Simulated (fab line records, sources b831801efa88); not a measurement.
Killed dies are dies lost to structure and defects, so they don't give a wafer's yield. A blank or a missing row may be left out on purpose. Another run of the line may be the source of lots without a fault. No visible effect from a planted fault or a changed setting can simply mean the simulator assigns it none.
Which tool did it?	flow sky130	route of 708 steps, sampled at 1 step: 11 lots, 33 wafers

## WHAT EACH GAUGE READ, for each wafer
SKY_VIA1_THK_MEAS_01. Usual: for VIA1_HDPCVD_THK the level is 1034 nm and the standard deviation is 11.
lot	measured	on	VIA1_HDPCVD_THK (nm)	flag
L927	day 33 17:34	filmMetro-01	1048 1042 1036	
L930	day 34 11:25	filmMetro-04	1020 1029 1035	
L934	day 35 23:42	filmMetro-01	1026 1021 1025	
L935	day 36 00:37	filmMetro-04	1031 1027 1042	
L936	day 36 08:16	filmMetro-04	1040 1037 1016	
L942	day 38 04:41	filmMetro-02	1038 1041 1024	
L944	day 38 15:15	filmMetro-01	1028 1016 1042	
L945	day 38 18:19	filmMetro-02	1037 1037 1034	
L946	day 39 02:22	filmMetro-01	1035 1034 1030	
L948	day 39 13:50	filmMetro-01	1036 1031 1036	
L949	day 39 23:28	filmMetro-04	1029 1039 1028	

## TOOL THAT RAN EACH LOT (tool first, then ch and the chambers of the sampled wafers, then the start)
Record: no process step prior to these readings.

## WHAT THE TOOLS THEMSELVES READ (means of the sampled wafers that have a number; where no wafer has one, the mark that the record gives instead)
The record holds no such reading with a usual standard deviation.

## THE ANSWER, worked out from the rows above alone
Rule: a lot is off if the mean of its wafers that have a number lies more than 3 standard deviations from the usual mean. A lot without any number at a reading at which 4 lots or more have one is off too. All remaining lots with rows at the step are treated as sound. After the gauges, taken in route order, come the tools' own readings; for these a lot's mean is taken, as printed above. At the first step where some lot is off, the reading lying furthest off is the one used; lots without a number count as furthest.
Nothing can be told from this: no lot is off at any reading shown.

## WHAT THE SIMULATOR HAD PUT IN
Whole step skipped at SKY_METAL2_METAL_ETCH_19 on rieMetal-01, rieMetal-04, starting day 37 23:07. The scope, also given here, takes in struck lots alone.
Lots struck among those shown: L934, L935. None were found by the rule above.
